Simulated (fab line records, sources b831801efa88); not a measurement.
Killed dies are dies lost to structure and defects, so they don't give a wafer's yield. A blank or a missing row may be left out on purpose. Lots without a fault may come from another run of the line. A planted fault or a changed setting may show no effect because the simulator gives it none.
Which tool did it? | flow gf180mcu | 14 lots, 42 wafers sampled, at 3 steps of a route of 602

WHAT THE GAUGES READ, wafer by wafer
GF_CONTACT_OVL_MEAS_15.
lot  | measured     | on         | CONTACT_OVL (nm)
L332 | day 15 23:49 | overlay-01 | 0 2 5
L333 | day 16 08:40 | overlay-01 | -15 -12 -11
L334 | day 16 12:00 | overlay-01 | -13 -2 -8
L335 | day 17 06:34 | overlay-01 | 1 -6 -2
L337 | day 18 05:37 | overlay-01 | -10 -8 -5
L338 | day 18 08:28 | overlay-01 | -4 -7 -3
L340 | day 19 05:33 | overlay-01 | -4 -13 -15
L342 | day 19 21:07 | overlay-01 | -13 -8 -5
L344 | day 20 13:43 | overlay-02 | -5 -12 -6
L350 | day 22 13:26 | overlay-02 | -3 -6 4
L352 | day 23 03:43 | overlay-02 | -6 -7 -4
L353 | day 23 15:13 | overlay-02 | 2 -1 -7
L354 | day 23 20:57 | overlay-02 | -6 -2 -1
L355 | day 24 06:31 | overlay-01 | -19 -13 -16

GF_CONTACT_RS_MEAS_25: measures by four-point-probe.
lot  | measured     | on            | CONTACT_W_RS (ohm/sq)
L332 | day 16 00:31 | film_metro-04 | 0.384 0.380 0.381
L333 | day 16 09:22 | film_metro-02 | 0.386 0.382 0.382
L334 | day 16 12:41 | film_metro-03 | 0.381 0.380 0.383
L335 | day 17 07:15 | film_metro-03 | 0.383 0.380 0.381
L337 | day 18 06:22 | film_metro-03 | 0.380 0.382 0.386
L338 | day 18 09:10 | film_metro-04 | 0.391 0.389 0.385
L340 | day 19 06:15 | film_metro-04 | 0.382 0.386 0.384
L342 | day 19 21:50 | film_metro-03 | 0.387 0.388 0.383
L344 | day 20 14:28 | film_metro-02 | 0.386 0.386 0.385
L350 | day 22 14:09 | film_metro-03 | 0.378 0.378 0.381
L352 | day 23 04:26 | film_metro-02 | 0.380 0.379 0.380
L353 | day 23 15:56 | film_metro-02 | 0.383 0.371 0.378
L354 | day 23 21:40 | film_metro-03 | 0.378 0.378 0.381
L355 | day 24 07:16 | film_metro-03 | 0.382 0.379 0.384

WHICH TOOL RAN EACH LOT (tool, then ch and the chambers of the sampled wafers, then the start)
lot  | GF_SALICIDE_RTA_08
L332 | rtp_anneal-01 ch 0, day 15 02:27
L333 | rtp_anneal-01 ch 0, day 15 10:17
L334 | rtp_anneal-01 ch 0, day 15 13:26
L335 | rtp_anneal-02 ch 0, day 16 07:11
L337 | rtp_anneal-02 ch 0, day 17 05:16
L338 | rtp_anneal-02 ch 0, day 17 08:43
L340 | rtp_anneal-02 ch 0, day 18 03:52
L342 | rtp_anneal-02 ch 0, day 18 20:08
L344 | rtp_anneal-02 ch 0, day 19 12:52
L350 | rtp_anneal-02 ch 0, day 21 12:55
L352 | rtp_anneal-02 ch 0, day 22 03:05
L353 | rtp_anneal-02 ch 0, day 22 15:46
L354 | rtp_anneal-01 ch 0, day 22 20:47
L355 | rtp_anneal-01 ch 0, day 23 07:07
- GF_SALICIDE_RTA_08: time 30 s.

WHAT THE TOOLS THEMSELVES READ (means of the sampled wafers that have a number; where no wafer has one, the mark that the record gives instead)
GF_SALICIDE_RTA_08.
lot  | tool          | lamp_power_pct (%) | wafer_temp_C_max
L332 | rtp_anneal-01 | 19.9               | 802.5
L333 | rtp_anneal-01 | 19.9               | 802.2
L334 | rtp_anneal-01 | 19.9               | 802.0
L335 | rtp_anneal-02 | 21.0               | 804.3
L337 | rtp_anneal-02 | 21.0               | 804.7
L338 | rtp_anneal-02 | 21.0               | 804.3
L340 | rtp_anneal-02 | 21.0               | 804.8
L342 | rtp_anneal-02 | 21.0               | 805.0
L344 | rtp_anneal-02 | 21.0               | 805.4
L350 | rtp_anneal-02 | 21.0               | 805.3
L352 | rtp_anneal-02 | 21.0               | 804.5
L353 | rtp_anneal-02 | 21.0               | 803.9
L354 | rtp_anneal-01 | 19.9               | 802.5
L355 | rtp_anneal-01 | 19.9               | 802.0

THE ANSWER, worked out from the rows above alone
Rule: what is usual is taken from the lots themselves. Put in order of their means at a reading, lots are off if they are a third of the lots or fewer, leave a main group of 4 or more, and stand apart from it by a gap of 3 or more times the standard deviation of the main group's means; of several such gaps the widest counts. A main group whose means are all the same, to the digits that the tables above print for the reading, isn't used. A lot without any number at a reading at which 4 lots or more have one is off too. The other lots that the step has rows for count as sound. The gauges are gone through in route order, then the tools' own readings, and for those a lot's mean is taken as printed above. The first step at which some lot is off is used, and at that step the reading that is off furthest; a lot without a number counts as furthest.
No lot is off at any reading shown: from this, nothing can be told.

WHAT THE SIMULATOR HAD PUT IN
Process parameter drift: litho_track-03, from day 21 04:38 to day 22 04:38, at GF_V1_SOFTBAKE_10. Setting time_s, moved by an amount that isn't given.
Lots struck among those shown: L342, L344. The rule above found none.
